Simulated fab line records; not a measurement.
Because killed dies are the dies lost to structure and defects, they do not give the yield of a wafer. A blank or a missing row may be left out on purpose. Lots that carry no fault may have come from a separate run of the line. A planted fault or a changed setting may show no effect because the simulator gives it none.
Which tool is to blame? :: flow sky130 :: 15 lots with 45 wafers sampled at 4 steps, on a route of 708 steps

WHAT THE GAUGES READ, wafer by wafer
The record holds no reading of a measuring or inspecting step that can be judged against a usual standard deviation.

EACH LOT AND THE TOOL THAT RAN IT (in order: tool; ch and the chambers of the sampled wafers; start)
lot: L254
SKY_METAL1_DESCUM_17: rie_metal-03 ch 0,1, day 32 09:17
SKY_METAL1_STRIP_20: plasma_asher-04 ch 0,1, day 32 09:29
SKY_METAL2_SPUTTER_01: pvd_sputter-04, day 33 15:29
SKY_METAL2_SPUTTER_02: pvd_sputter-04, day 33 15:31

lot: L255
SKY_METAL1_DESCUM_17: rie_metal-03 ch 1, day 33 02:32
SKY_METAL1_STRIP_20: plasma_asher-01 ch 0, day 33 02:54
SKY_METAL2_SPUTTER_01: pvd_sputter-04, day 34 10:31
SKY_METAL2_SPUTTER_02: pvd_sputter-04, day 34 10:32

lot: L256
SKY_METAL1_DESCUM_17: rie_metal-03 ch 1, day 33 05:55
SKY_METAL1_STRIP_20: plasma_asher-04 ch 0,1, day 33 06:18
SKY_METAL2_SPUTTER_01: pvd_sputter-01, day 34 11:43
SKY_METAL2_SPUTTER_02: pvd_sputter-01, day 34 11:44

lot: L259
SKY_METAL1_DESCUM_17: rie_metal-03 ch 0,1, day 34 09:09
SKY_METAL1_STRIP_20: plasma_asher-03 ch 0,1, day 34 09:22
SKY_METAL2_SPUTTER_01: pvd_sputter-01, day 35 14:01
SKY_METAL2_SPUTTER_02: pvd_sputter-01, day 35 14:03

lot: L261
SKY_METAL1_DESCUM_17: rie_metal-03 ch 0,1, day 35 03:56
SKY_METAL1_STRIP_20: plasma_asher-01 ch 0,1, day 35 04:07
SKY_METAL2_SPUTTER_01: pvd_sputter-01, day 36 09:47
SKY_METAL2_SPUTTER_02: pvd_sputter-01, day 36 09:49

lot: L262
SKY_METAL1_DESCUM_17: rie_metal-03 ch 0,1, day 35 14:15
SKY_METAL1_STRIP_20: plasma_asher-03 ch 0,1, day 35 14:26
SKY_METAL2_SPUTTER_01: pvd_sputter-04, day 36 19:01
SKY_METAL2_SPUTTER_02: pvd_sputter-04, day 36 19:03

lot: L264
SKY_METAL1_DESCUM_17: rie_metal-01 ch 0, day 35 21:18
SKY_METAL1_STRIP_20: plasma_asher-01 ch 0,1, day 35 21:40
SKY_METAL2_SPUTTER_01: pvd_sputter-02, day 37 02:53
SKY_METAL2_SPUTTER_02: pvd_sputter-02, day 37 02:55

lot: L263
SKY_METAL1_DESCUM_17: rie_metal-04 ch 0,1, day 35 23:50
SKY_METAL1_STRIP_20: plasma_asher-04 ch 0,1, day 36 00:01
SKY_METAL2_SPUTTER_01: pvd_sputter-02, day 37 04:32
SKY_METAL2_SPUTTER_02: pvd_sputter-02, day 37 04:33

lot: L270
SKY_METAL1_DESCUM_17: rie_metal-04 ch 0,1, day 37 19:13
SKY_METAL1_STRIP_20: plasma_asher-03 ch 0,1, day 37 19:23
SKY_METAL2_SPUTTER_01: pvd_sputter-02, day 38 23:24
SKY_METAL2_SPUTTER_02: pvd_sputter-02, day 38 23:26

lot: L271
SKY_METAL1_DESCUM_17: rie_metal-03 ch 0, day 37 23:03
SKY_METAL1_STRIP_20: plasma_asher-04 ch 0,1, day 37 23:14
SKY_METAL2_SPUTTER_01: pvd_sputter-04, day 39 03:37
SKY_METAL2_SPUTTER_02: pvd_sputter-04, day 39 03:38

lot: L272
SKY_METAL1_DESCUM_17: rie_metal-04 ch 0,1, day 38 13:00
SKY_METAL1_STRIP_20: plasma_asher-03 ch 0,1, day 38 13:11
SKY_METAL2_SPUTTER_01: pvd_sputter-02, day 39 16:31
SKY_METAL2_SPUTTER_02: pvd_sputter-02, day 39 16:32

lot: L274
SKY_METAL1_DESCUM_17: rie_metal-04 ch 0,1, day 38 22:28
SKY_METAL1_STRIP_20: plasma_asher-04 ch 0,1, day 38 22:38
SKY_METAL2_SPUTTER_01: pvd_sputter-04, day 40 02:26
SKY_METAL2_SPUTTER_02: pvd_sputter-04, day 40 02:28

lot: L275
SKY_METAL1_DESCUM_17: rie_metal-01 ch 1, day 39 04:25
SKY_METAL1_STRIP_20: plasma_asher-03 ch 0,1, day 39 04:47
SKY_METAL2_SPUTTER_01: pvd_sputter-04, day 40 08:41
SKY_METAL2_SPUTTER_02: pvd_sputter-04, day 40 08:43

lot: L276
SKY_METAL1_DESCUM_17: rie_metal-01 ch 0,1, day 39 08:31
SKY_METAL1_STRIP_20: plasma_asher-03 ch 0,1, day 39 08:41
SKY_METAL2_SPUTTER_01: pvd_sputter-04, day 40 12:47
SKY_METAL2_SPUTTER_02: pvd_sputter-04, day 40 12:49

lot: L277
SKY_METAL1_DESCUM_17: rie_metal-04 ch 0,1, day 39 13:29
SKY_METAL1_STRIP_20: plasma_asher-01 ch 0,1, day 39 13:40
SKY_METAL2_SPUTTER_01: pvd_sputter-01, day 40 17:17
SKY_METAL2_SPUTTER_02: pvd_sputter-01, day 40 17:19
- SKY_METAL1_DESCUM_17: chemistry O2, time 8 s.
- SKY_METAL1_STRIP_20: strips in O2/N2.
- SKY_METAL2_SPUTTER_01: material TiN, target thk 20 nm, time 16.7 s.
- SKY_METAL2_SPUTTER_02: material AlCu, target thk 250 nm, time 13.3 s.

AS READ BY THE TOOLS THEMSELVES (means over the sampled wafers that have a number; for cases with no such wafer, the mark the record gives instead)
SKY_METAL1_DESCUM_17. Usual: drypump_motor_current_A 5.8 A, standard deviation 0.35; oes_product_au 0.996 a.u., standard deviation 0.009.
lot: L254
tool: rie_metal-03
drypump_motor_current_A (A): 5.5
oes_product_au (a.u.): 0.991
flag: 

lot: L255
tool: rie_metal-03
drypump_motor_current_A (A): 5.9
oes_product_au (a.u.): 0.988
flag: 

lot: L256
tool: rie_metal-03
drypump_motor_current_A (A): 5.9
oes_product_au (a.u.): 0.983
flag: 

lot: L259
tool: rie_metal-03
drypump_motor_current_A (A): 5.4
oes_product_au (a.u.): 0.990
flag: 

lot: L261
tool: rie_metal-03
drypump_motor_current_A (A): 5.7
oes_product_au (a.u.): 0.996
flag: 

lot: L262
tool: rie_metal-03
drypump_motor_current_A (A): 5.5
oes_product_au (a.u.): 0.979
flag: 

lot: L264
tool: rie_metal-01
drypump_motor_current_A (A): 5.5
oes_product_au (a.u.): 1.005
flag: 

lot: L263
tool: rie_metal-04
drypump_motor_current_A (A): 6.0
oes_product_au (a.u.): 0.998
flag: 

lot: L270
tool: rie_metal-04
drypump_motor_current_A (A): 5.9
oes_product_au (a.u.): 0.992
flag: 

lot: L271
tool: rie_metal-03
drypump_motor_current_A (A): 5.3
oes_product_au (a.u.): 0.993
flag: 

lot: L272
tool: rie_metal-04
drypump_motor_current_A (A): 5.9
oes_product_au (a.u.): 0.986
flag: 

lot: L274
tool: rie_metal-04
drypump_motor_current_A (A): 6.2
oes_product_au (a.u.): 0.996
flag: 

lot: L275
tool: rie_metal-01
drypump_motor_current_A (A): 6.0
oes_product_au (a.u.): 0.999
flag: 

lot: L276
tool: rie_metal-01
drypump_motor_current_A (A): 5.7
oes_product_au (a.u.): 1.009
flag: 

lot: L277
tool: rie_metal-04
drypump_motor_current_A (A): 5.9
oes_product_au (a.u.): 0.990
flag: 

SKY_METAL1_STRIP_20. Usual: drypump_motor_current_A 6.1 A, standard deviation 0.43; oes_product_au 0.343 a.u., standard deviation 0.0047; strip_time_to_endpoint_s 2.70 s, standard deviation 0.037.
lot: L254
tool: plasma_asher-04
drypump_motor_current_A (A): 6.5
oes_product_au (a.u.): 0.340
strip_time_to_endpoint_s (s): 2.70
flag: 

lot: L255
tool: plasma_asher-01
drypump_motor_current_A (A): 5.7
oes_product_au (a.u.): 0.342
strip_time_to_endpoint_s (s): 2.71
flag: 

lot: L256
tool: plasma_asher-04
drypump_motor_current_A (A): 6.4
oes_product_au (a.u.): 0.344
strip_time_to_endpoint_s (s): 2.73
flag: 

lot: L259
tool: plasma_asher-03
drypump_motor_current_A (A): 6.0
oes_product_au (a.u.): 0.348
strip_time_to_endpoint_s (s): 2.70
flag: 

lot: L261
tool: plasma_asher-01
drypump_motor_current_A (A): 5.8
oes_product_au (a.u.): 0.348
strip_time_to_endpoint_s (s): 2.76
flag: 

lot: L262
tool: plasma_asher-03
drypump_motor_current_A (A): 6.0
oes_product_au (a.u.): 0.341
strip_time_to_endpoint_s (s): 2.68
flag: 

lot: L264
tool: plasma_asher-01
drypump_motor_current_A (A): 5.8
oes_product_au (a.u.): 0.341
strip_time_to_endpoint_s (s): 2.70
flag: 

lot: L263
tool: plasma_asher-04
drypump_motor_current_A (A): 6.4
oes_product_au (a.u.): 0.345
strip_time_to_endpoint_s (s): 2.71
flag: 

lot: L270
tool: plasma_asher-03
drypump_motor_current_A (A): 5.7
oes_product_au (a.u.): 0.343
strip_time_to_endpoint_s (s): 2.70
flag: 

lot: L271
tool: plasma_asher-04
drypump_motor_current_A (A): 6.5
oes_product_au (a.u.): 0.348
strip_time_to_endpoint_s (s): 2.77
flag: 

lot: L272
tool: plasma_asher-03
drypump_motor_current_A (A): 6.0
oes_product_au (a.u.): 0.342
strip_time_to_endpoint_s (s): 2.70
flag: 

lot: L274
tool: plasma_asher-04
drypump_motor_current_A (A): 6.5
oes_product_au (a.u.): 0.344
strip_time_to_endpoint_s (s): 2.66
flag: 

lot: L275
tool: plasma_asher-03
drypump_motor_current_A (A): 6.1
oes_product_au (a.u.): 0.340
strip_time_to_endpoint_s (s): 2.64
flag: 

lot: L276
tool: plasma_asher-03
drypump_motor_current_A (A): 6.0
oes_product_au (a.u.): 0.339
strip_time_to_endpoint_s (s): 2.67
flag: 

lot: L277
tool: plasma_asher-01
drypump_motor_current_A (A): 5.8
oes_product_au (a.u.): 0.347
strip_time_to_endpoint_s (s): 2.71
flag: 

SKY_METAL2_SPUTTER_01. Usual: cathode_dc_power_W 6500.1 W, standard deviation 1.1; chamber_pressure_pa 0.4000 Pa, standard deviation 0.00084; throttle_valve_pct 30.4 %, standard deviation 0.87.
lot: L254
tool: pvd_sputter-04
cathode_dc_power_W (W): 6499.4
chamber_pressure_pa (Pa): 0.4009
throttle_valve_pct (%): 30.9
flag: 

lot: L255
tool: pvd_sputter-04
cathode_dc_power_W (W): 6500.3
chamber_pressure_pa (Pa): 0.4003
throttle_valve_pct (%): 30.8
flag: 

lot: L256
tool: pvd_sputter-01
cathode_dc_power_W (W): 6499.8
chamber_pressure_pa (Pa): 0.3997
throttle_valve_pct (%): 30.1
flag: 

lot: L259
tool: pvd_sputter-01
cathode_dc_power_W (W): 6500.0
chamber_pressure_pa (Pa): 0.4009
throttle_valve_pct (%): 29.5
flag: 

lot: L261
tool: pvd_sputter-01
cathode_dc_power_W (W): 6500.5
chamber_pressure_pa (Pa): 0.3999
throttle_valve_pct (%): 30.8
flag: 

lot: L262
tool: pvd_sputter-04
cathode_dc_power_W (W): 6499.3
chamber_pressure_pa (Pa): 0.3998
throttle_valve_pct (%): 30.8
flag: 

lot: L264
tool: pvd_sputter-02
cathode_dc_power_W (W): 6499.9
chamber_pressure_pa (Pa): 0.3999
throttle_valve_pct (%): 29.2
flag: 

lot: L263
tool: pvd_sputter-02
cathode_dc_power_W (W): 6499.7
chamber_pressure_pa (Pa): 0.4000
throttle_valve_pct (%): 29.2
flag: 

lot: L270
tool: pvd_sputter-02
cathode_dc_power_W (W): -
chamber_pressure_pa (Pa): -
throttle_valve_pct (%): -
flag: OFF

lot: L271
tool: pvd_sputter-04
cathode_dc_power_W (W): -
chamber_pressure_pa (Pa): -
throttle_valve_pct (%): -
flag: OFF

lot: L272
tool: pvd_sputter-02
cathode_dc_power_W (W): -
chamber_pressure_pa (Pa): -
throttle_valve_pct (%): -
flag: OFF

lot: L274
tool: pvd_sputter-04
cathode_dc_power_W (W): 6500.6
chamber_pressure_pa (Pa): 0.3990
throttle_valve_pct (%): 30.8
flag: 

lot: L275
tool: pvd_sputter-04
cathode_dc_power_W (W): 6499.3
chamber_pressure_pa (Pa): 0.3985
throttle_valve_pct (%): 30.7
flag: 

lot: L276
tool: pvd_sputter-04
cathode_dc_power_W (W): 6500.1
chamber_pressure_pa (Pa): 0.4000
throttle_valve_pct (%): 30.9
flag: 

lot: L277
tool: pvd_sputter-01
cathode_dc_power_W (W): 6500.9
chamber_pressure_pa (Pa): 0.3993
throttle_valve_pct (%): 29.9
flag: 

SKY_METAL2_SPUTTER_02. Usual: cathode_dc_power_W 10600 W, standard deviation 1.8; chamber_pressure_pa 0.4001 Pa, standard deviation 0.00076; throttle_valve_pct 30.4 %, standard deviation 0.89.
lot: L254
tool: pvd_sputter-04
cathode_dc_power_W (W): 10601
chamber_pressure_pa (Pa): 0.3997
throttle_valve_pct (%): 31.0
flag: 

lot: L255
tool: pvd_sputter-04
cathode_dc_power_W (W): 10598
chamber_pressure_pa (Pa): 0.3991
throttle_valve_pct (%): 30.7
flag: 

lot: L256
tool: pvd_sputter-01
cathode_dc_power_W (W): 10601
chamber_pressure_pa (Pa): 0.3999
throttle_valve_pct (%): 30.0
flag: 

lot: L259
tool: pvd_sputter-01
cathode_dc_power_W (W): 10601
chamber_pressure_pa (Pa): 0.4002
throttle_valve_pct (%): 29.6
flag: 

lot: L261
tool: pvd_sputter-01
cathode_dc_power_W (W): 10601
chamber_pressure_pa (Pa): 0.3994
throttle_valve_pct (%): 30.7
flag: 

lot: L262
tool: pvd_sputter-04
cathode_dc_power_W (W): 10601
chamber_pressure_pa (Pa): 0.3999
throttle_valve_pct (%): 30.7
flag: 

lot: L264
tool: pvd_sputter-02
cathode_dc_power_W (W): 10598
chamber_pressure_pa (Pa): 0.3994
throttle_valve_pct (%): 29.1
flag: 

lot: L263
tool: pvd_sputter-02
cathode_dc_power_W (W): 10598
chamber_pressure_pa (Pa): 0.4002
throttle_valve_pct (%): 29.1
flag: 

lot: L270
tool: pvd_sputter-02
cathode_dc_power_W (W): 10599
chamber_pressure_pa (Pa): 0.3990
throttle_valve_pct (%): 29.6
flag: 

lot: L271
tool: pvd_sputter-04
cathode_dc_power_W (W): 10599
chamber_pressure_pa (Pa): 0.4002
throttle_valve_pct (%): 30.9
flag: 

lot: L272
tool: pvd_sputter-02
cathode_dc_power_W (W): 10601
chamber_pressure_pa (Pa): 0.4007
throttle_valve_pct (%): 28.8
flag: 

lot: L274
tool: pvd_sputter-04
cathode_dc_power_W (W): 10599
chamber_pressure_pa (Pa): 0.4002
throttle_valve_pct (%): 30.7
flag: 

lot: L275
tool: pvd_sputter-04
cathode_dc_power_W (W): 10601
chamber_pressure_pa (Pa): 0.4002
throttle_valve_pct (%): 30.8
flag: 

lot: L276
tool: pvd_sputter-04
cathode_dc_power_W (W): 10602
chamber_pressure_pa (Pa): 0.4008
throttle_valve_pct (%): 30.8
flag: 

lot: L277
tool: pvd_sputter-01
cathode_dc_power_W (W): 10600
chamber_pressure_pa (Pa): 0.3994
throttle_valve_pct (%): 29.9
flag: 

THE ANSWER, worked out from the rows above alone
Rule: lot off if the mean of its wafers having a number is beyond 3 standard deviations from the usual mean. Also off: a lot with no number at a reading for which 4 or more lots have one. Any other lot the step has rows for is counted as sound. Order of review: gauges by route order, followed by the tools' own readings, for which a lot's mean as printed above is used. The first step at which some lot is off is used, and at that step the reading that is off furthest; a lot without a number counts as furthest.
Off, at SKY_METAL2_SPUTTER_01 on cathode_dc_power_W: L270, L271, L272. Without a number there: L270, L271, L272.
If a tool, at that step or one of the process steps before it, ran each lot that is off and ran no sound lot following the first of them, it fits. Not one of the candidates tried fits.

WHAT HAD BEEN PUT IN BY THE SIMULATOR
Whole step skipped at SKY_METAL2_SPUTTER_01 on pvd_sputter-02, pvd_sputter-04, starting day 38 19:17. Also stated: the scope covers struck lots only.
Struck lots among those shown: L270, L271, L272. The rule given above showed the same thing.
